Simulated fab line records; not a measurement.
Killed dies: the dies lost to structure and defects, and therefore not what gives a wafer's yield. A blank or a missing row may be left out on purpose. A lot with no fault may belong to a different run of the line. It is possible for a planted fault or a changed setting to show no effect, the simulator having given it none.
Problem report, 8D (eight disciplines) form, completed by code | flow sky130 | the parts of the form that need people (team, actions taken, sign-off) are left out

== 1. PROBLEM STATEMENT ==
Mean of strip time to endpoint s at SKY_NWELL_STRIP_25: 21.84 s across 6 wafers in 2 lots; on wafers with no fault it is 36.99 s (standard deviation 0.13). So: -99 or more standard deviations from the usual mean.
The step: strips in O2/N2.
First observed at day 7 19:05: wafer L917.2, on plasma asher-04. Wafers with a number at this step in the record: 42, from 14 lots. Rule for "out", or "out of limits": more than 4 standard deviations from the usual mean. Any other wafer with a number is counted as sound.

== 2. WHAT IT IS AND WHAT IT IS NOT ==
question                    | is                       | is not
which readings at this step | strip time to endpoint s | drypump motor current A
which lots                  | L917, L921               | L908, L909, L910, L911, L912, L914, L920, L924, L926, L928, L929, L931
which wafers of those lots  | all that have a number   | -
read on which tools         | plasma asher-04          | plasma asher-01, plasma asher-02
when                        | from day 7 19:05         | up to then (18 sound wafers); but 18 sound wafers of L920, L924, L926, L928, L929, L931 came after

== 3. WHAT RULES OUT EACH SUSPECT ==
Counting: a tool at a process step up to the reading stays a suspect if it ran every lot that is out and no sound lot after the first of them.
- plasma asher-04 at SKY_NWELL_STRIP_14 (strips in O2/N2): ruled out as a lasting fault. The sound lots L924, L928 went through it after L917, its earliest lot that is out (day 6 22:05).
- litho track-03 at SKY_NWELL_COAT_18 (resist thk 3000 nm): kept. It ran every lot that is out, first L917 (day 7 08:23), and no sound lot after that; its last sound lot up to then is L910 (day 5 06:17).
- plasma asher-04 at SKY_NWELL_STRIP_25 (strips in O2/N2): ruled out as a lasting fault. The sound lots L920, L928, L931 went through it after L917, its earliest lot that is out (day 7 19:05).
After counting, what remains is litho track-03 at SKY_NWELL_COAT_18.

== 4. THE CAUSE (what the simulator had put in) ==
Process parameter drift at SKY_NWELL_COAT_18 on litho track-03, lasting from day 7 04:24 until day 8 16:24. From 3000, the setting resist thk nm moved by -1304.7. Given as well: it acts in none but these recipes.
Only this tool survived the counting.

== 5. THE CHAIN OF EFFECTS, in route order ==
Each row: a reading where the mean over the struck wafers with a number is more than 3 standard deviations away from the usual. Only readings for which the record gives a usual standard deviation are gone through. hours: the time from each lot's start at the first step in this table that gives one to its start at this step, as a median over the lots. sigmas: the change in usual standard deviations.
hours | step               | reading                  | usual   | on struck wafers | change | sigmas
0     | SKY_NWELL_STRIP_25 | strip time to endpoint s | 36.99 s | 21.84            | -15.15 | -99 or more
Here are the process steps it includes:
- SKY_NWELL_STRIP_25: strips in O2/N2.
At these later measuring or inspecting steps, every struck wafer for which the step has a row has a number for every such reading, and none has moved that far: SKY_VT_ADJUST_LVTN_OVL_MEAS_18.

== 6. WHAT WOULD HAVE CAUGHT IT SOONER ==
In this record the first reading out of limits was taken at day 7 19:05, 15 hours after the fault began at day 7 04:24.
Among the 2 lots that are out, L921 began SKY_NWELL_COAT_18 on litho track-03 after day 7 19:05. A tool hold placed at that time would have kept it from harm.
